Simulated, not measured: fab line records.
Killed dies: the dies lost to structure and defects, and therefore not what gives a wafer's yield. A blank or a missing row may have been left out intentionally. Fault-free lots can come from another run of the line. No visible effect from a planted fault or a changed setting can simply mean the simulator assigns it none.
fab line records	flow gf180mcu	part 1 of 2: steps 1 to 30 of 42
[record] lots = 5	wafers = 15	last_day = 33
route steps=602 shown STI@25 DNWELL@32 NWELL@42 LVPWELL@54 MVSD@66
lots with no fault: from the same line, run without faults
start_h: the number of hours between the record's first day and the start of the first shown wafer of the lot	wait_h: how many hours have passed since the lot's step before this one	" unchanged from the row above	L1.1+2: a single row standing in for several wafers	- no value present, or no start provided	* or withheld: withheld	< > ~ a bound
route shown NAME@n: NAME is a module with steps in the file, n the number in the route of the first one	usual: mean/standard deviation taken from wafers without a fault	same: alike in all rows	chamber/n: place in a boat	sites: the reading at each site	_std_site: how widely they spread, as a standard deviation	_edge_site: mean of outer sites minus mean of inner sites	radius_mm: for every site, how far away it sits from the centre of the wafer	mask NAME#n: copy n	behind: the tool/chamber that last shaped the wafer	hold: what put the lot on hold/how long, in hours/how the hold closed	device: which transistor (n, p or np) failed to switch	end of line: tests of these same wafers at the route's end	where a step has no rows: the recipe by itself	killed: dies that structure and defects cost at the first sort, which is not the same as the wafer's yield	map: a wafer's dies, x killed, . not, _ none there
set.NAME: setting as actually run; set.NAME@STEP: the setting as run at that earlier step	model.NAME: the simulator's own value behind a step, which no gauge read
certain route steps with their lots: each step a table, each wafer a row
services: the hour from which a tool's chamber was out of use, counted from the record's first day as start_h (under 0 if before that day), plus the number of hours and why
[[steps]]
[step GF_STI_THK_MEAS_24]
[recipe] reads = SiO2_of_STI_CVD_23
[usual] STI_CVD_23_THK = 646/8.6
lot.wafer	tool	chamber	start_h	wait_h	STI_CVD_23_THK[nm]
L077.2	film_metro-02	-	43.12	0.0	646
L077.4	"	-	"	"	646
L077.5	"	-	"	"	635
L080.1	film_metro-03	-	59.08	0.1	647
L080.4	"	-	"	"	647
L080.6	"	-	"	"	638
L087.4	film_metro-02	-	94.12	0.0	645
L087.5	"	-	"	"	650
L087.6	"	-	"	"	649
L088.1	film_metro-03	-	99.55	0.0	651
L088.3	"	-	"	"	657
L088.6	"	-	"	"	657
L090.3	film_metro-04	-	111.03	0.1	645
L090.4	"	-	"	"	647
L090.5	"	-	"	"	636
[step GF_STI_CMP_25]
[recipe] stop_on = Si3N4	t_overpolish_s = 33	down_force_psi = 4	platen_rpm = 60	target_thk_nm = 524.6	pad_velocity_m_s = 0.94248
[usual] motor_current_A = 11.8/0.92	overpolish_run_s = 33.000/0.0085	slurry_filter_dp_kPa = 13.50/0.14	time_to_endpoint_s = 123/6.6
lot.wafer	tool	chamber	start_h	wait_h	motor_current_A	overpolish_run_s	slurry_filter_dp_kPa	time_to_endpoint_s
L077.2	cmp-02	0	43.22	0.1	12.7	32.992	13.62	128
L077.4	"	2	"	"	12.0	33.004	13.51	134
L077.5	"	3	"	"	11.8	32.991	13.40	121
L080.1	cmp-01	0	59.19	0.1	10.4	33.003	13.57	115
L080.4	"	2	"	"	11.5	32.988	13.69	124
L080.6	"	3	"	"	11.2	33.009	13.41	124
L087.4	cmp-02	3	94.15	0.0	12.9	32.991	13.60	122
L087.5	"	3	"	"	12.0	33.003	13.32	123
L087.6	"	0	"	"	13.2	33.004	13.69	132
L088.1	cmp-02	2	99.61	0.1	12.4	32.995	13.62	125
L088.3	"	1	"	"	10.0	33.017	13.45	127
L088.6	"	2	"	"	12.1	33.011	13.34	133
L090.4	cmp-02	0	111.12	0.1	12.9	33.011	13.65	131
L090.3	"	1	"	"	10.7	32.975	13.44	124
L090.5	"	3	"	"	12.6	33.012	13.71	119
[step GF_STI_WET_ETCH_26]
[recipe] chemistry = dHF	target_depth_nm = 94	target = SiO2	temp_c = 25	dilution = 10:1	time_s = 188
lot.wafer	tool	chamber	start_h	wait_h
L077.2+4+5	wet_bench-04	1	43.47	0.2
L080.1+4+6	wet_bench-04	0	59.44	0.2
L087.4+5+6	wet_bench-04	1	94.45	0.2
L088.1+3+6	wet_bench-04	2	99.91	0.2
L090.3+4+5	wet_bench-01	1	111.37	0.1
[step GF_STI_WET_ETCH_27]
[recipe] chemistry = H3PO4	target_depth_nm = 160	target = Si3N4	temp_c = 160	time_s = 1825
[usual] bath_guard_temp_C = 160.1/0.45
lot.wafer	tool	chamber	start_h	wait_h	bath_guard_temp_C
L077.2	wet_bench-02	3	43.53	0.0	160.3
L077.4	"	3	"	"	160.0
L077.5	"	3	"	"	160.1
L080.1	wet_bench-02	2	59.56	0.0	160.4
L080.4	"	2	"	"	160.1
L080.6	"	2	"	"	160.2
L087.4	wet_bench-01	0	94.51	0.0	160.7
L087.5	"	0	"	"	161.0
L087.6	"	0	"	"	161.4
L088.1	wet_bench-01	2	99.97	0.0	159.5
L088.3	"	2	"	"	159.7
L088.6	"	2	"	"	159.4
L090.3	wet_bench-02	2	111.43	0.0	160.1
L090.4	"	2	"	"	160.3
L090.5	"	2	"	"	160.3
[step GF_STI_WET_ETCH_28]
[recipe] chemistry = dHF	target_depth_nm = 20	dry = ipa_marangoni	target = SiO2	temp_c = 24.24	dilution = 10:1	time_s = 40
lot.wafer	tool	chamber	start_h	wait_h
L077.2+4+5	wet_bench-04	0	44.05	0.0
L080.1+4+6	wet_bench-04	2	60.08	0.0
L087.4+5+6	wet_bench-04	1	95.03	0.0
L088.1+3+6	wet_bench-02	1	100.49	0.0
L090.3+4+5	wet_bench-04	0	111.94	0.0
[step GF_STI_OXIDATION_29]
[recipe] temp_c = 900	ambient = O2	stabilise_s = 600	purge_s = 300	target_thk_a = 100	ox_time_s = 1418
[usual] spike_tc_lower_C = 900.5/1.2	tube_center_temp_C = 900.01/0.087
[same] purge_s = 300
lot.wafer	tool	chamber	start_h	wait_h	spike_tc_lower_C	tube_center_temp_C
L077.2	furnace-01	0	44.22	0.2	901.8	900
L077.4	"	0	"	"	900.8	899.99
L077.5	"	0	"	"	900.6	900.05
L080.1	furnace-02	0	60.12	0.0	901.2	899.99
L080.4	"	0	"	"	902.9	900
L080.6	"	0	"	"	901.6	900.02
L087.4	furnace-01	0	95.05	0.0	899.9	899.89
L087.5	"	0	"	"	900.1	900.08
L087.6	"	0	"	"	900.4	899.95
L088.1	furnace-01	0	100.51	0.0	899.0	899.96
L088.3	"	0	"	"	898.3	900.03
L088.6	"	0	"	"	900.6	900.02
L090.3	furnace-01	0	111.98	0.0	900.9	899.82
L090.4	"	0	"	"	901.5	900.11
L090.5	"	0	"	"	898.7	900.09
[step GF_STI_THK_MEAS_30]
[recipe] reads = SiO2_of_STI_OXIDATION_29
[usual] STI_OXIDATION_02_THK = 10.08/0.17
lot.wafer	tool	chamber	start_h	wait_h	STI_OXIDATION_02_THK[nm]
L077.2	film_metro-02	-	45.62	0.0	10.19
L077.4	"	-	"	"	10.02
L077.5	"	-	"	"	10.31
L080.1	film_metro-02	-	61.51	0.0	10.24
L080.4	"	-	"	"	10.44
L080.6	"	-	"	"	10.28
L087.4	film_metro-02	-	96.47	0.0	10.00
L087.5	"	-	"	"	10.09
L087.6	"	-	"	"	9.94
L088.1	film_metro-02	-	101.90	0.0	9.99
L088.3	"	-	"	"	9.80
L088.6	"	-	"	"	9.86
L090.3	film_metro-02	-	113.40	0.0	10.06
L090.4	"	-	"	"	10.06
L090.5	"	-	"	"	10.12
[step GF_DNWELL_DEHYDRATE_00]
[recipe] temp_c = 200	time_s = 60
lot.wafer	tool	chamber	start_h	wait_h
L077.2+4+5	litho_track-01	0	51.28	5.6
L080.1+4+6	litho_track-01	0	67.20	5.7
L087.4+5+6	litho_track-02	0	102.58	6.1
L088.1+3+6	litho_track-03	0	108.26	6.4
L090.3+4+5	litho_track-03	0	119.96	6.6
[step GF_DNWELL_HMDS_01]
[recipe] prime_time_s = 60	prime_temp_c = 120
lot.wafer	tool	chamber	start_h	wait_h
L077.2+4+5	litho_track-01	0	51.43	0.1
L080.1+4+6	litho_track-01	0	67.35	0.1
L087.4+5+6	litho_track-02	0	102.73	0.1
L088.1+3+6	litho_track-03	0	108.41	0.1
L090.3+4+5	litho_track-03	0	120.11	0.1
[step GF_DNWELL_COAT_02]
[recipe] spin_rpm = 2000	resist_thk_nm = 3000
[usual] spin_speed_rpm = 1999.9/1.4
lot.wafer	tool	chamber	start_h	wait_h	spin_speed_rpm
L077.2	litho_track-01	0	51.58	0.1	2000.5
L077.4	"	0	"	"	2004.0
L077.5	"	0	"	"	1997.7
L080.1	litho_track-01	0	67.50	0.1	1998.6
L080.4	"	0	"	"	1997.7
L080.6	"	0	"	"	2000.2
L087.4	litho_track-02	0	102.88	0.1	2001.0
L087.5	"	0	"	"	1999.9
L087.6	"	0	"	"	2000.2
L088.1	litho_track-03	0	108.56	0.1	1999.5
L088.3	"	0	"	"	1999.0
L088.6	"	0	"	"	2000.0
L090.3	litho_track-03	0	120.26	0.1	1998.8
L090.4	"	0	"	"	2000.0
L090.5	"	0	"	"	2000.8
[step GF_DNWELL_SOFTBAKE_03]
[recipe] temp_c = 110	time_s = withheld
lot.wafer	tool	chamber	start_h	wait_h
L077.2+4+5	litho_track-01	0	51.74	0.1
L080.1+4+6	litho_track-01	0	67.65	0.1
L087.4+5+6	litho_track-02	0	103.05	0.1
L088.1+3+6	litho_track-03	0	108.71	0.1
L090.3+4+5	litho_track-03	0	120.43	0.1
[step GF_DNWELL_EXPOSE_04]
[recipe] mask_id = DNWELL	target_cd_nm = 1700	na = 0.6	source_shape = conventional	sigma_outer = 0.6	dose_mj = 260
[usual] focus_offset_nm = 0.0/0.54
lot.wafer	tool	chamber	start_h	wait_h	mask	focus_offset_nm
L077.2	iline_stepper-02	0	-	-	DNWELL#0	-1.1
L077.4	"	0	"	"	DNWELL#0	-0.4
L077.5	"	0	"	"	DNWELL#0	-0.2
L080.1	iline_stepper-01	0	-	-	DNWELL#0	1.1
L080.4	"	0	"	"	DNWELL#0	0.8
L080.6	"	0	"	"	DNWELL#0	0.5
L087.4	iline_stepper-02	0	-	-	DNWELL#0	-0.2
L087.5	"	0	"	"	DNWELL#0	0.3
L087.6	"	0	"	"	DNWELL#0	0.0
L088.1	iline_stepper-01	0	-	-	DNWELL#0	-0.2
L088.3	"	0	"	"	DNWELL#0	-0.6
L088.6	"	0	"	"	DNWELL#0	-0.2
L090.3	iline_stepper-01	0	-	-	DNWELL#0	0.1
L090.4	"	0	"	"	DNWELL#0	-0.3
L090.5	"	0	"	"	DNWELL#0	0.0
[step GF_DNWELL_PEB_05]
[recipe] temp_c = 115	time_s = withheld
lot.wafer	tool	chamber	start_h	wait_h
L077.2+4+5	litho_track-02	0	-	-
L080.1+4+6	litho_track-02	0	-	-
L087.4+5+6	litho_track-02	0	-	-
L088.1+3+6	litho_track-01	0	-	-
L090.3+4+5	litho_track-02	0	-	-
[step GF_DNWELL_DEVELOP_06]
[recipe] wall_angle_deg = 90	develop_time_s = 60	dev_temp_c = 23
[usual] developer_temp_C = 22.98/0.11
lot.wafer	tool	chamber	start_h	wait_h	developer_temp_C
L077.2	litho_track-02	0	-	-	22.97
L077.4	"	0	"	"	22.83
L077.5	"	0	"	"	22.86
L080.1	litho_track-02	0	-	-	22.98
L080.4	"	0	"	"	22.77
L080.6	"	0	"	"	23.07
L087.4	litho_track-02	0	-	-	22.93
L087.5	"	0	"	"	22.95
L087.6	"	0	"	"	22.96
L088.1	litho_track-01	0	-	-	22.86
L088.3	"	0	"	"	22.81
L088.6	"	0	"	"	22.73
L090.3	litho_track-02	0	-	-	23.05
L090.4	"	0	"	"	22.99
L090.5	"	0	"	"	22.80
[step GF_DNWELL_IMPLANT_07]
[recipe] species = P	energy_kev = 1500	dose_cm2 = 1e+13	tilt_deg = 0
lot.wafer	tool	chamber	start_h	wait_h
L077.2+4+5	implanter-01	0	58.33	-
L080.1+4+6	implanter-01	0	73.50	-
L087.4+5+6	implanter-02	0	110.13	-
L088.1+3+6	implanter-03	0	116.00	-
L090.3+4+5	implanter-03	0	127.55	-
[step GF_DNWELL_STRIP_08]
[recipe] chemistry = O2/N2	power_w = 1400	pressure_mtorr = 1500	platen_temp_c = 250	o2_flow_sccm = 3000	n2_flow_sccm = 300	overash_fraction = 0.5
[usual] drypump_motor_current_A = 5.9/0.39	heater_power_w = 315/14	n2_flow_sccm = 299.9/0.97	o2_flow_sccm = 2999/8.5	oes_product_au = 0.722/0.0049	strip_time_to_endpoint_s = 36.96/0.096
lot.wafer	tool	chamber	start_h	wait_h	drypump_motor_current_A	heater_power_w	n2_flow_sccm	o2_flow_sccm	oes_product_au	rf_hours_counter_h	strip_time_to_endpoint_s
L077.2	plasma_asher-02	0	58.45	0.1	5.7	305	299.5	3007	0.723	25	36.86
L077.4	"	0	"	"	5.7	306	299.6	3005	0.711	-	36.95
L077.5	"	1	"	"	6.2	335	299.4	3002	0.722	-	36.83
L080.1	plasma_asher-04	1	73.65	0.1	6.2	307	298.9	3008	0.722	41	36.99
L080.4	"	1	"	"	6.2	320	301.2	3003	0.721	-	36.88
L080.6	"	0	"	"	6.2	334	299.7	3016	0.717	-	37.03
L087.4	plasma_asher-04	0	110.24	0.1	6.3	342	299.6	3002	0.722	-	37.03
L087.5	"	1	"	"	6.3	318	301.0	2992	0.720	-	36.85
L087.6	"	0	"	"	6.3	343	299.7	3001	0.722	-	36.84
L088.1	plasma_asher-02	0	116.15	0.1	5.7	301	298.8	2999	0.728	31	36.84
L088.3	"	1	"	"	6.2	322	301.1	2988	0.724	-	36.87
L088.6	"	0	"	"	5.7	303	299.4	3001	0.723	-	36.89
L090.3	plasma_asher-04	0	127.69	0.1	6.2	329	297.8	2975	0.727	-	37.02
L090.4	"	1	"	"	6.2	308	301.1	2979	0.729	-	37.06
L090.5	"	0	"	"	6.2	334	299.8	2981	0.716	-	37.04
[step GF_DNWELL_TW_MEAS_09]
[usual] DNWELL_TW = 1370/20
lot.wafer	tool	chamber	start_h	wait_h	DNWELL_TW
L077.2	film_metro-01	-	58.56	0.1	1345
L077.4	"	-	"	"	1346
L077.5	"	-	"	"	1345
L080.1	film_metro-01	-	73.75	0.1	1365
L080.4	"	-	"	"	1366
L080.6	"	-	"	"	1366
L087.4	film_metro-03	-	110.33	0.1	1396
L087.5	"	-	"	"	1391
L087.6	"	-	"	"	1393
L088.1	film_metro-02	-	116.25	0.1	1344
L088.3	"	-	"	"	1347
L088.6	"	-	"	"	1347
L090.3	film_metro-03	-	127.77	0.1	1370
L090.4	"	-	"	"	1370
L090.5	"	-	"	"	1374
[step GF_NWELL_DEHYDRATE_00]
[recipe] temp_c = 200	time_s = 60
lot.wafer	tool	chamber	start_h	wait_h
L077.2+4+5	litho_track-03	0	64.79	6.2
L080.1+4+6	litho_track-03	0	80.41	6.6
L087.4+5+6	litho_track-03	0	116.89	6.5
L088.1+3+6	litho_track-04	0	123.31	7.0
L090.3+4+5	litho_track-01	0	134.70	6.9
[step GF_NWELL_HMDS_01]
[recipe] prime_time_s = 60	prime_temp_c = 120
lot.wafer	tool	chamber	start_h	wait_h
L077.2+4+5	litho_track-03	0	64.94	0.1
L080.1+4+6	litho_track-03	0	80.56	0.1
L087.4+5+6	litho_track-03	0	117.04	0.1
L088.1+3+6	litho_track-04	0	123.46	0.1
L090.3+4+5	litho_track-01	0	134.85	0.1
[step GF_NWELL_COAT_02]
[recipe] spin_rpm = 2000	resist_thk_nm = 3000
[usual] spin_speed_rpm = 2000.0/1.5
lot.wafer	tool	chamber	start_h	wait_h	spin_speed_rpm
L077.2	litho_track-03	0	65.09	0.1	2000.7
L077.4	"	0	"	"	2001.9
L077.5	"	0	"	"	1999.6
L080.1	litho_track-03	0	80.71	0.1	1999.6
L080.4	"	0	"	"	2000.5
L080.6	"	0	"	"	2000.2
L087.4	litho_track-03	0	117.19	0.1	1999.1
L087.5	"	0	"	"	2000.1
L087.6	"	0	"	"	2000.3
L088.1	litho_track-04	0	123.61	0.1	2000.4
L088.3	"	0	"	"	1999.3
L088.6	"	0	"	"	1998.6
L090.3	litho_track-01	0	135.00	0.1	2000.7
L090.4	"	0	"	"	1997.9
L090.5	"	0	"	"	1998.2
[step GF_NWELL_SOFTBAKE_03]
[recipe] temp_c = 110	time_s = withheld
lot.wafer	tool	chamber	start_h	wait_h
L077.2+4+5	litho_track-03	0	65.25	0.1
L080.1+4+6	litho_track-03	0	80.86	0.1
L087.4+5+6	litho_track-03	0	117.36	0.1
L088.1+3+6	litho_track-04	0	123.76	0.1
L090.3+4+5	litho_track-01	0	135.17	0.1
[step GF_NWELL_EXPOSE_04]
[recipe] mask_id = Nwell	target_cd_nm = 860	na = 0.6	source_shape = conventional	sigma_outer = 0.6	dose_mj = 260
[usual] focus_offset_nm = 0.1/0.51
lot.wafer	tool	chamber	start_h	wait_h	mask	focus_offset_nm
L077.2	iline_stepper-02	0	-	-	Nwell#0	-0.2
L077.4	"	0	"	"	Nwell#0	0.0
L077.5	"	0	"	"	Nwell#0	0.7
L080.1	iline_stepper-02	0	-	-	Nwell#0	-0.4
L080.4	"	0	"	"	Nwell#0	0.4
L080.6	"	0	"	"	Nwell#0	0.2
L087.4	iline_stepper-01	0	-	-	Nwell#0	-0.1
L087.5	"	0	"	"	Nwell#0	-0.2
L087.6	"	0	"	"	Nwell#0	-0.5
L088.1	iline_stepper-01	0	-	-	Nwell#0	-0.4
L088.3	"	0	"	"	Nwell#0	0.0
L088.6	"	0	"	"	Nwell#0	-0.3
L090.3	iline_stepper-02	0	-	-	Nwell#0	-0.1
L090.4	"	0	"	"	Nwell#0	0.7
L090.5	"	0	"	"	Nwell#0	0.6
[step GF_NWELL_PEB_05]
[recipe] temp_c = 115	time_s = withheld
lot.wafer	tool	chamber	start_h	wait_h
L077.2+4+5	litho_track-04	0	-	-
L080.1+4+6	litho_track-04	0	-	-
L087.4+5+6	litho_track-04	0	-	-
L088.1+3+6	litho_track-01	0	-	-
L090.3+4+5	litho_track-03	0	-	-
[step GF_NWELL_DEVELOP_06]
[recipe] wall_angle_deg = 90	develop_time_s = 60	dev_temp_c = 23
[usual] developer_temp_C = 22.96/0.097
lot.wafer	tool	chamber	start_h	wait_h	developer_temp_C
L077.2	litho_track-04	0	-	-	23.01
L077.4	"	0	"	"	23.04
L077.5	"	0	"	"	22.87
L080.1	litho_track-04	0	-	-	23.07
L080.4	"	0	"	"	23.09
L080.6	"	0	"	"	22.90
L087.4	litho_track-04	0	-	-	22.88
L087.5	"	0	"	"	22.90
L087.6	"	0	"	"	22.96
L088.1	litho_track-01	0	-	-	22.81
L088.3	"	0	"	"	22.94
L088.6	"	0	"	"	22.94
L090.3	litho_track-03	0	-	-	23.00
L090.4	"	0	"	"	23.07
L090.5	"	0	"	"	22.92
[step GF_NWELL_OVL_MEAS_07]
[usual] NWELL_OVL = 1.2/1.2
lot.wafer	tool	chamber	start_h	wait_h	NWELL_OVL[nm]
L077.2	overlay-01	-	71.71	-	0.6
L077.4	"	-	"	"	0.7
L077.5	"	-	"	"	0.2
L080.1	overlay-02	-	87.61	-	2.2
L080.4	"	-	"	"	0.2
L080.6	"	-	"	"	1.0
L087.4	overlay-01	-	124.97	-	-1.0
L087.5	"	-	"	"	0.7
L087.6	"	-	"	"	-0.7
L088.1	overlay-02	-	131.20	-	1.2
L088.3	"	-	"	"	1.6
L088.6	"	-	"	"	0.9
L090.3	overlay-02	-	143.37	-	1.4
L090.4	"	-	"	"	0.5
L090.5	"	-	"	"	1.5
[step GF_NWELL_IMPLANT_08]
[recipe] species = P	energy_kev = 450	dose_cm2 = 1.5e+13	tilt_deg = 0
lot.wafer	tool	chamber	start_h	wait_h
L077.2+4+5	implanter-04	0	71.77	0.0
L080.1+4+6	implanter-02	0	87.64	0.0
L087.4+5+6	implanter-01	0	125.07	0.1
L088.1+3+6	implanter-01	0	131.24	0.0
L090.3+4+5	implanter-01	0	143.45	0.1
[step GF_NWELL_IMPLANT_09]
[recipe] species = P	energy_kev = 160	dose_cm2 = 4e+12	tilt_deg = 0
lot.wafer	tool	chamber	start_h	wait_h
L077.2+4+5	implanter-04	0	71.92	0.1
L080.1+4+6	implanter-02	0	87.79	0.1
L087.4+5+6	implanter-01	0	125.22	0.1
L088.1+3+6	implanter-01	0	131.39	0.1
L090.3+4+5	implanter-01	0	143.60	0.1
[step GF_NWELL_STRIP_10]
[recipe] chemistry = O2/N2	power_w = 1400	pressure_mtorr = 1500	platen_temp_c = 250	o2_flow_sccm = 3000	n2_flow_sccm = 300	overash_fraction = 0.5
[usual] drypump_motor_current_A = 5.7/0.52	heater_power_w = 302/31	n2_flow_sccm = 299.9/0.95	o2_flow_sccm = 3002/9.2	oes_product_au = 0.723/0.004	strip_time_to_endpoint_s = 36.98/0.098
lot.wafer	tool	chamber	start_h	wait_h	drypump_motor_current_A	heater_power_w	n2_flow_sccm	o2_flow_sccm	oes_product_au	rf_hours_counter_h	strip_time_to_endpoint_s
L077.2	plasma_asher-01	0	72.04	0.1	6.2	248	300.0	3006	0.719	41	36.93
L077.4	"	0	"	"	6.2	243	299.9	3006	0.719	-	36.97
L077.5	"	0	"	"	6.2	242	299.8	3022	0.723	-	36.91
L080.1	plasma_asher-01	0	87.94	0.1	6.2	236	299.1	3008	0.716	42	36.97
L080.4	"	1	"	"	5.1	330	299.4	3001	0.719	-	36.86
L080.6	"	1	"	"	5.1	323	298.2	2997	0.720	-	36.83
L087.4	plasma_asher-01	0	125.33	0.1	6.2	249	300.3	3002	0.723	-	37.02
L087.5	"	0	"	"	6.2	244	300.2	3001	0.724	-	36.98
L087.6	"	1	"	"	5.1	329	300.4	2997	0.727	-	37.09
L088.1	plasma_asher-04	0	131.54	0.1	6.3	334	298.8	3004	0.724	47	36.87
L088.3	"	0	"	"	6.3	340	299.3	3004	0.716	-	37.01
L088.6	"	1	"	"	6.2	313	301.0	2997	0.719	-	36.92
L090.3	plasma_asher-01	1	143.73	0.1	5.1	338	298.7	2991	0.726	-	36.77
L090.4	"	0	"	"	6.2	253	299.3	2999	0.719	-	36.85
L090.5	"	0	"	"	6.2	243	300.4	2994	0.723	-	36.88
[step GF_NWELL_TW_MEAS_11]
[usual] NWELL_TW = 1565/13
lot.wafer	tool	chamber	start_h	wait_h	NWELL_TW
L077.2	film_metro-02	-	72.15	0.1	1570
L077.4	"	-	"	"	1562
L077.5	"	-	"	"	1567
L080.1	film_metro-02	-	88.07	0.1	1572
L080.4	"	-	"	"	1573
L080.6	"	-	"	"	1573
L087.4	film_metro-01	-	125.42	0.1	1588
L087.5	"	-	"	"	1586
L087.6	"	-	"	"	1587
L088.1	film_metro-04	-	131.64	0.1	1563
L088.3	"	-	"	"	1564
L088.6	"	-	"	"	1559
L090.3	film_metro-04	-	143.82	0.1	1575
L090.4	"	-	"	"	1572
L090.5	"	-	"	"	1582
[step GF_LVPWELL_DEHYDRATE_00]
[recipe] temp_c = 200	time_s = 60
lot.wafer	tool	chamber	start_h	wait_h
L077.2+4+5	litho_track-04	0	78.23	6.1
L080.1+4+6	litho_track-03	0	94.41	6.3
L087.4+5+6	litho_track-04	0	132.53	7.1
L088.1+3+6	litho_track-04	0	138.76	7.1
L090.3+4+5	litho_track-03	0	150.46	6.6
